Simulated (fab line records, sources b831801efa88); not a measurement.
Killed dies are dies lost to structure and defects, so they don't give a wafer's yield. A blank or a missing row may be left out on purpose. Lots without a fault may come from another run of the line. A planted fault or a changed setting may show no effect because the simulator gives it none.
Which tool did it? | flow gf180mcu | 12 lots, 36 wafers sampled, at 6 steps of a route of 602

WHAT THE GAUGES READ, wafer by wafer
GF_M3_THK_MEAS_06: measures by xrf.
lot  | measured     | on            | M3_ALCU_THK (nm)
L769 | day 20 17:39 | film_metro-02 | 440 437 435
L770 | day 21 02:55 | film_metro-02 | 441 443 453
L772 | day 21 17:04 | film_metro-02 | 436 439 446
L773 | day 21 20:01 | film_metro-02 | 438 442 448
L776 | day 23 01:32 | film_metro-02 | 452 433 440
L777 | day 23 07:55 | film_metro-04 | 449 436 440
L779 | day 23 21:17 | film_metro-01 | 443 448 447
L780 | day 24 07:44 | film_metro-04 | 434 432 436
L784 | day 25 17:58 | film_metro-02 | 432 427 430
L786 | day 26 06:44 | film_metro-01 | 435 439 437
L788 | day 26 23:04 | film_metro-01 | 433 431 432
L791 | day 27 20:17 | film_metro-01 | 436 439 439

GF_M4_RS_MEAS_05: measures by four-point-probe.
lot  | measured     | on            | M4_ALCU_RS (ohm/sq)
L769 | day 22 21:01 | film_metro-03 | 0.0701 0.0696 0.0699
L770 | day 23 04:04 | film_metro-02 | 0.0678 0.0697 0.0689
L772 | day 23 18:28 | film_metro-04 | 0.0693 0.0696 0.0693
L773 | day 23 20:56 | film_metro-03 | 0.0694 0.0695 0.0695
L776 | day 25 01:04 | film_metro-03 | 0.0708 0.0704 0.0701
L777 | day 25 07:31 | film_metro-02 | 0.0715 0.0703 0.0708
L779 | day 25 22:44 | film_metro-02 | 0.0690 0.0684 0.0697
L780 | day 26 04:30 | film_metro-02 | 0.0699 0.0700 0.0688
L784 | day 27 13:44 | film_metro-02 | 0.0885 0.0875 0.0883
L786 | day 28 01:11 | film_metro-03 | 0.0852 0.0851 0.0858
L788 | day 28 17:34 | film_metro-03 | 0.0856 0.0877 0.0879
L791 | day 29 13:58 | film_metro-02 | 0.0681 0.0690 0.0684

GF_M4_THK_MEAS_06: measures by xrf.
lot  | measured     | on            | M4_ALCU_THK (nm)
L769 | day 22 21:08 | film_metro-03 | 441 447 444
L770 | day 23 04:11 | film_metro-02 | 457 443 449
L772 | day 23 18:35 | film_metro-04 | 444 443 446
L773 | day 23 21:02 | film_metro-03 | 445 443 446
L776 | day 25 01:11 | film_metro-03 | 437 441 442
L777 | day 25 07:38 | film_metro-02 | 430 437 432
L779 | day 25 22:51 | film_metro-02 | 448 448 441
L780 | day 26 04:37 | film_metro-02 | 443 441 449
L784 | day 27 13:50 | film_metro-02 | 353 357 353
L786 | day 28 01:18 | film_metro-03 | 364 365 361
L788 | day 28 17:40 | film_metro-03 | 364 354 355
L791 | day 29 14:04 | film_metro-02 | 450 449 452

WHICH TOOL RAN EACH LOT (tool, then ch and the chambers of the sampled wafers, then the start)
lot  | GF_V3_CVD_23                  | GF_M4_SPUTTER_01             | GF_M4_SPUTTER_02
L769 | cvd_w-02 ch 0, day 22 20:13   | pvd_sputter-02, day 22 20:54 | pvd_sputter-02, day 22 20:56
L770 | cvd_w-02 ch 0,1, day 23 03:15 | pvd_sputter-03, day 23 03:56 | pvd_sputter-03, day 23 03:58
L772 | cvd_w-02 ch 0,1, day 23 17:38 | pvd_sputter-03, day 23 18:20 | pvd_sputter-03, day 23 18:22
L773 | cvd_w-01 ch 0, day 23 20:02   | pvd_sputter-04, day 23 20:47 | pvd_sputter-04, day 23 20:49
L776 | cvd_w-02 ch 0,1, day 24 23:50 | pvd_sputter-04, day 25 00:56 | pvd_sputter-04, day 25 00:58
L777 | cvd_w-01 ch 0,1, day 25 06:42 | pvd_sputter-02, day 25 07:23 | pvd_sputter-02, day 25 07:25
L779 | cvd_w-02 ch 0,1, day 25 21:55 | pvd_sputter-04, day 25 22:37 | pvd_sputter-04, day 25 22:38
L780 | cvd_w-02 ch 0,1, day 26 03:40 | pvd_sputter-03, day 26 04:22 | pvd_sputter-03, day 26 04:23
L784 | cvd_w-02 ch 0,1, day 27 12:33 | pvd_sputter-03, day 27 13:34 | pvd_sputter-03, day 27 13:35
L786 | cvd_w-01 ch 0,1, day 28 00:22 | pvd_sputter-03, day 28 01:04 | pvd_sputter-03, day 28 01:05
L788 | cvd_w-02 ch 0,1, day 28 16:45 | pvd_sputter-03, day 28 17:24 | pvd_sputter-03, day 28 17:26
L791 | cvd_w-01 ch 0,1, day 29 13:05 | pvd_sputter-04, day 29 13:49 | pvd_sputter-04, day 29 13:51
- GF_V3_CVD_23: deposits W, target thk 350 nm, time 104.9 s.
- GF_M4_SPUTTER_01: material TiN, target thk 30 nm, time 25 s.
- GF_M4_SPUTTER_02: material AlCu, target thk 450 nm, time 23.9 s.

WHAT THE TOOLS THEMSELVES READ (means of the sampled wafers that have a number; where no wafer has one, the mark that the record gives instead)
GF_V3_CVD_23.
lot  | tool     | heater_power_w (W)
L769 | cvd_w-02 | 991
L770 | cvd_w-02 | 936
L772 | cvd_w-02 | 968
L773 | cvd_w-01 | 769
L776 | cvd_w-02 | 951
L777 | cvd_w-01 | 814
L779 | cvd_w-02 | 960
L780 | cvd_w-02 | 970
L784 | cvd_w-02 | 919
L786 | cvd_w-01 | 816
L788 | cvd_w-02 | 938
L791 | cvd_w-01 | 826

GF_M4_SPUTTER_01.
lot  | tool           | throttle_valve_pct (%)
L769 | pvd_sputter-02 | 31.1
L770 | pvd_sputter-03 | 29.7
L772 | pvd_sputter-03 | 30.4
L773 | pvd_sputter-04 | 29.5
L776 | pvd_sputter-04 | 29.2
L777 | pvd_sputter-02 | 30.8
L779 | pvd_sputter-04 | 30.7
L780 | pvd_sputter-03 | 30.2
L784 | pvd_sputter-03 | 29.8
L786 | pvd_sputter-03 | 30.3
L788 | pvd_sputter-03 | 30.4
L791 | pvd_sputter-04 | 30.7

GF_M4_SPUTTER_02.
lot  | tool           | throttle_valve_pct (%)
L769 | pvd_sputter-02 | 31.1
L770 | pvd_sputter-03 | 29.8
L772 | pvd_sputter-03 | 30.5
L773 | pvd_sputter-04 | 29.4
L776 | pvd_sputter-04 | 29.3
L777 | pvd_sputter-02 | 30.6
L779 | pvd_sputter-04 | 30.6
L780 | pvd_sputter-03 | 30.2
L784 | pvd_sputter-03 | 29.7
L786 | pvd_sputter-03 | 30.4
L788 | pvd_sputter-03 | 30.4
L791 | pvd_sputter-04 | 30.7

THE ANSWER, worked out from the rows above alone
Rule: what is usual is taken from the lots themselves. Put in order of their means at a reading, lots are off if they are a third of the lots or fewer, leave a main group of 4 or more, and stand apart from it by a gap of 3 or more times the standard deviation of the main group's means; of several such gaps the widest counts. A main group whose means are all the same, to the digits that the tables above print for the reading, isn't used. A lot without any number at a reading at which 4 lots or more have one is off too. The other lots that the step has rows for count as sound. The gauges are gone through in route order, then the tools' own readings, and for those a lot's mean is taken as printed above. The first step at which some lot is off is used, and at that step the reading that is off furthest; a lot without a number counts as furthest.
Off: L784, L786, L788, at GF_M4_RS_MEAS_05 (M4_ALCU_RS). The main group: mean 0.0695 ohm/sq, standard deviation 0.00071.
A tool fits if, at a process step before that reading, it ran every lot that is off, and no sound lot after the first of them. The gauges at GF_M4_RS_MEAS_05 are tried like those tools. One fits: pvd_sputter-03 at GF_M4_SPUTTER_01 and GF_M4_SPUTTER_02. At GF_M4_SPUTTER_01 its last sound lot is L780 (day 26 04:22), its first lot that is off L784 (day 27 13:34): a fault that began between those two fits.

WHAT THE SIMULATOR HAD PUT IN
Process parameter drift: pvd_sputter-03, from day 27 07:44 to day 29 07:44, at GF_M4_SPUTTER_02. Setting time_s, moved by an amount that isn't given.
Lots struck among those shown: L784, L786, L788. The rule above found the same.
